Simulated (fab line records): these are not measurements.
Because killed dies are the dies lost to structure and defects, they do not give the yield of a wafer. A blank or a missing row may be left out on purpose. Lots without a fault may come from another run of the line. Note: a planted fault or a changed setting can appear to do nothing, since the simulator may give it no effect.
2 desks looking at one fault -- flow gf180mcu -- each desk holds nothing but its own numbers, with what lay behind them at the end

THE METROLOGY DESK
Means of the sampled wafers that have a number, per lot and without regard to the tool the lot ran on: this is what the gauges read. A lot is out of limits, marked OUT, if its mean lies more than 4 standard deviations from the usual mean; the brackets give that distance.
Columns: A = PASSIVATION_CVD_00_THK at GF_PASSIVATION_THK_MEAS_01, usual 1000 nm
lot,first seen here,A
L738,day 28 02:32,1009
L737,day 28 02:56,1004
L740,day 28 20:15,1010
L741,day 29 00:08,1018
L748,day 31 10:53,995
L749,day 31 19:03,990
L750,day 32 01:28,990
L751,day 32 07:17,998
L753,day 32 11:43,1002
L757,day 33 20:31,995
L758,day 34 03:07,995
L759,day 34 03:07,1000
L760,day 34 18:43,995
Finding of this desk: none of the 13 lots has anything out of limits.

AT THE TOOL OWNER'S DESK: pvd-sputter-02
The tool's own readings at GF_M2_SPUTTER_01 (material TiN, target thk 30 nm, time 25 s): means of the sampled wafers that have a number, for each lot that ran on this tool. A lot is out of limits, marked OUT, if its mean lies more than 4 standard deviations from the usual mean; the brackets give that distance.
Columns: A = throttle-valve-pct at GF_M2_SPUTTER_01, usual 29.3 %
lot,first seen here,A
L737,day 18 06:11,29.3
L748,day 22 12:02,30.5
L749,day 22 19:23,29.0
L750,day 23 05:05,29.1
L760,day 26 19:28,28.8
Finding of this desk: none of the 5 lots has anything out of limits.

ALL TOGETHER
The metrology desk saw nothing out of limits.
The desk of the tool owner found nothing out of limits.

WHAT THE SIMULATOR HAD INSERTED
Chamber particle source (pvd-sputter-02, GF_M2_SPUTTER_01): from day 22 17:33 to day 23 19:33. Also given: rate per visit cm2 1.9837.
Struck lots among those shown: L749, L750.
